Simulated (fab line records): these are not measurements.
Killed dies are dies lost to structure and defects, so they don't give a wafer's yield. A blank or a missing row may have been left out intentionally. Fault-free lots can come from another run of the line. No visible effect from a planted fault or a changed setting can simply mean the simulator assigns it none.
Which tool is to blame? + flow gf180mcu + Sampling: 11 lots, 33 wafers, 4 of 602 route steps

== WHAT EACH GAUGE READ, for each wafer ==
GF_NSD_TW_MEAS_12.
| lot  | measured     | on            | NSD_TW         |
|------|--------------|---------------|----------------|
| L656 | day 13 08:43 | film_metro-03 | 4207 4181 4205 |
| L657 | day 13 15:43 | film_metro-03 | 4251 4234 4222 |
| L658 | day 13 21:38 | film_metro-01 | 4252 4226 4249 |
| L659 | day 14 10:30 | film_metro-01 | 4207 4193 4243 |
| L660 | day 14 13:05 | film_metro-01 | 4221 4217 4213 |
| L663 | day 15 15:09 | film_metro-01 | 4201 4204 4204 |
| L665 | day 16 09:10 | film_metro-01 | 4206 4207 4184 |
| L673 | day 19 03:44 | film_metro-01 | 4215 4189 4218 |
| L674 | day 19 11:25 | film_metro-01 | 4088 4076 4065 |
| L676 | day 20 03:11 | film_metro-03 | 4073 4095 4096 |
| L679 | day 21 08:38 | film_metro-04 | 4252 4246 4254 |

== TOOL THAT RAN EACH LOT (tool first, then ch and the chambers of the sampled wafers, then the start) ==
| lot  | GF_MVSD_STRIP_10                     | GF_NSD_IMPLANT_09               | GF_NSD_STRIP_11                      |
|------|--------------------------------------|---------------------------------|--------------------------------------|
| L656 | plasma_asher-01 ch 0,1, day 4 10:08  | implanter-04 ch 0, day 13 08:19 | plasma_asher-02 ch 0,1, day 13 08:36 |
| L657 | plasma_asher-01 ch 0,1, day 4 16:30  | implanter-02 ch 0, day 13 15:21 | plasma_asher-03 ch 0,1, day 13 15:38 |
| L658 | plasma_asher-02 ch 0,1, day 4 19:29  | implanter-03 ch 0, day 13 21:14 | plasma_asher-03 ch 0, day 13 21:32   |
| L659 | plasma_asher-01 ch 0, day 5 02:49    | implanter-03 ch 0, day 14 10:07 | plasma_asher-02 ch 0,1, day 14 10:23 |
| L660 | plasma_asher-01 ch 0, day 5 10:05    | implanter-02 ch 0, day 14 12:41 | plasma_asher-02 ch 0,1, day 14 12:59 |
| L663 | plasma_asher-01 ch 0,1, day 6 03:04  | implanter-03 ch 0, day 15 14:45 | plasma_asher-02 ch 1, day 15 15:03   |
| L665 | plasma_asher-04 ch 0,1, day 6 13:11  | implanter-03 ch 0, day 16 08:46 | plasma_asher-02 ch 0,1, day 16 09:03 |
| L673 | plasma_asher-04 ch 0,1, day 8 12:35  | implanter-03 ch 0, day 19 03:20 | plasma_asher-01 ch 0,1, day 19 03:38 |
| L674 | plasma_asher-04 ch 0,1, day 8 17:07  | implanter-03 ch 0, day 19 11:02 | plasma_asher-03 ch 0,1, day 19 11:19 |
| L676 | plasma_asher-01 ch 0,1, day 9 05:59  | implanter-03 ch 0, day 20 02:47 | plasma_asher-02 ch 0, day 20 03:05   |
| L679 | plasma_asher-01 ch 0,1, day 10 01:28 | implanter-02 ch 0, day 21 08:14 | plasma_asher-03 ch 0,1, day 21 08:32 |
- GF_MVSD_STRIP_10: strips in O2/N2.
- GF_NSD_IMPLANT_09
- GF_NSD_STRIP_11: strips in O2/N2.

== THE ANSWER, worked out from the rows above alone ==
Rule: the usual values come from the lots themselves. Put in order of their means at a reading, lots are off if they are a third of the lots or fewer, leave a main group of 4 or more, and stand apart from it by a gap of 3 or more times the standard deviation of the main group's means; of several such gaps the widest counts. The tables above print the reading to a certain number of digits; a main group whose means all agree to those digits is not used. Also off: a lot with no number at a reading for which 4 or more lots have one. All remaining lots with rows at the step are treated as sound.
Off: L674, L676, seen at GF_NSD_TW_MEAS_12 (NSD_TW). The main group has a mean of 4219 with a standard deviation of 19.
If a tool, at a process step before that reading, ran all the lots that are off and no sound lot after the first of them, it fits. Those tools and the gauges at GF_NSD_TW_MEAS_12 are tried in the same way. One candidate fits, namely implanter-03 at GF_NSD_IMPLANT_09. A fault onset in the window from L673 (day 19 03:20, its last sound lot) to L674 (day 19 11:02, its first lot off) fits.

== WHAT THE SIMULATOR PUT IN ==
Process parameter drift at GF_NSD_IMPLANT_09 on implanter-03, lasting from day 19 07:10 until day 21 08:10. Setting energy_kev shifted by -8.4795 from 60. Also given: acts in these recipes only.
Shown lots that were struck: L674, L676. The same result came from the rule above.
